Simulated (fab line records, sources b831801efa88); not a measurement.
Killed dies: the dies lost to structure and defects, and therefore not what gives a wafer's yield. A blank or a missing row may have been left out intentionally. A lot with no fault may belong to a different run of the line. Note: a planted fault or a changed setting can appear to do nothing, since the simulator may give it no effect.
Chamber matching :: flow sfq_line :: 4 sister chambers for SFQ_TRILAYER_I4_CMP_CMP_100 on cmp-02
The step polishes SiO2. 18 wafers are shown with their chamber, then 8 later ones without.

## WAFERS WITH THEIR CHAMBER
wafer: L658.2
chamber: 3
motor_current_A (A): 11.1
time_to_endpoint_s (s): 215

wafer: L658.5
chamber: 3
motor_current_A (A): 10.9
time_to_endpoint_s (s): 220

wafer: L658.6
chamber: 0
motor_current_A (A): 9.8
time_to_endpoint_s (s): 224

wafer: L663.1
chamber: 2
motor_current_A (A): 11.3
time_to_endpoint_s (s): 220

wafer: L663.3
chamber: 1
motor_current_A (A): 10.2
time_to_endpoint_s (s): 222

wafer: L663.5
chamber: 0
motor_current_A (A): 10.1
time_to_endpoint_s (s): 229

wafer: L664.3
chamber: 1
motor_current_A (A): 10.0
time_to_endpoint_s (s): 214

wafer: L664.1
chamber: 3
motor_current_A (A): 10.6
time_to_endpoint_s (s): 206

wafer: L664.6
chamber: 1
motor_current_A (A): 10.9
time_to_endpoint_s (s): 216

wafer: L665.1
chamber: 0
motor_current_A (A): 9.9
time_to_endpoint_s (s): 203

wafer: L665.5
chamber: 0
motor_current_A (A): 10.1
time_to_endpoint_s (s): 219

wafer: L665.6
chamber: 3
motor_current_A (A): 11.0
time_to_endpoint_s (s): 214

wafer: L666.4
chamber: 1
motor_current_A (A): 10.3
time_to_endpoint_s (s): 215

wafer: L666.1
chamber: 0
motor_current_A (A): 9.7
time_to_endpoint_s (s): 208

wafer: L666.6
chamber: 1
motor_current_A (A): 10.3
time_to_endpoint_s (s): 208

wafer: L667.4
chamber: 2
motor_current_A (A): 11.6
time_to_endpoint_s (s): 215

wafer: L667.5
chamber: 0
motor_current_A (A): 10.2
time_to_endpoint_s (s): 213

wafer: L667.6
chamber: 1
motor_current_A (A): 10.3
time_to_endpoint_s (s): 217

SIGNATURES, as means of the wafers listed above
reading: motor_current_A
chamber 0: 9.967
chamber 1: 10.333
chamber 2: 11.450
chamber 3: 10.900
scatter within a chamber: 0.244

reading: time_to_endpoint_s
chamber 0: 216.00
chamber 1: 215.33
chamber 2: 217.50
chamber 3: 213.75
scatter within a chamber: 7.07
Rule: distance of a wafer from a chamber = root of the sum over the readings of ((wafer's reading minus chamber's mean) / reading's scatter) squared. The wafer belongs to the nearest chamber; if the next one is less than 2 further off, it can't be placed. The scatter: the root of (the sum of the squares of (reading less its chamber's mean) over the shown wafers, divided by (wafers less chambers)).

## WAFERS WITHOUT THEIR CHAMBER
wafer: L668.1
motor_current_A (A): 11.8
time_to_endpoint_s (s): 221

wafer: L668.3
motor_current_A (A): 10.6
time_to_endpoint_s (s): 213

wafer: L668.5
motor_current_A (A): 10.1
time_to_endpoint_s (s): 223

wafer: L671.1
motor_current_A (A): 10.6
time_to_endpoint_s (s): 213

wafer: L671.5
motor_current_A (A): 11.1
time_to_endpoint_s (s): 222

wafer: L671.6
motor_current_A (A): 9.7
time_to_endpoint_s (s): 223

wafer: L679.3
motor_current_A (A): 11.1
time_to_endpoint_s (s): 215

wafer: L679.5
motor_current_A (A): 11.3
time_to_endpoint_s (s): 227

## WHICH CHAMBER EACH ONE RAN IN
wafer: L668.1
from the rows above: 2
in truth: 2

wafer: L668.3
from the rows above: can't be placed: 1 or 3 or 0
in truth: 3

wafer: L668.5
from the rows above: can't be placed: 0 or 1
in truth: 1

wafer: L671.1
from the rows above: can't be placed: 1 or 3 or 0
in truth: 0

wafer: L671.5
from the rows above: can't be placed: 3 or 2 or 1
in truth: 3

wafer: L671.6
from the rows above: can't be placed: 0 or 1
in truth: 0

wafer: L679.3
from the rows above: can't be placed: 3 or 2
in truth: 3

wafer: L679.5
from the rows above: can't be placed: 2 or 3
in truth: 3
Placed correctly: 1 of 8. Not placeable from these rows: 7 (in 7, the candidates include the true chamber). Placed wrongly: 0.
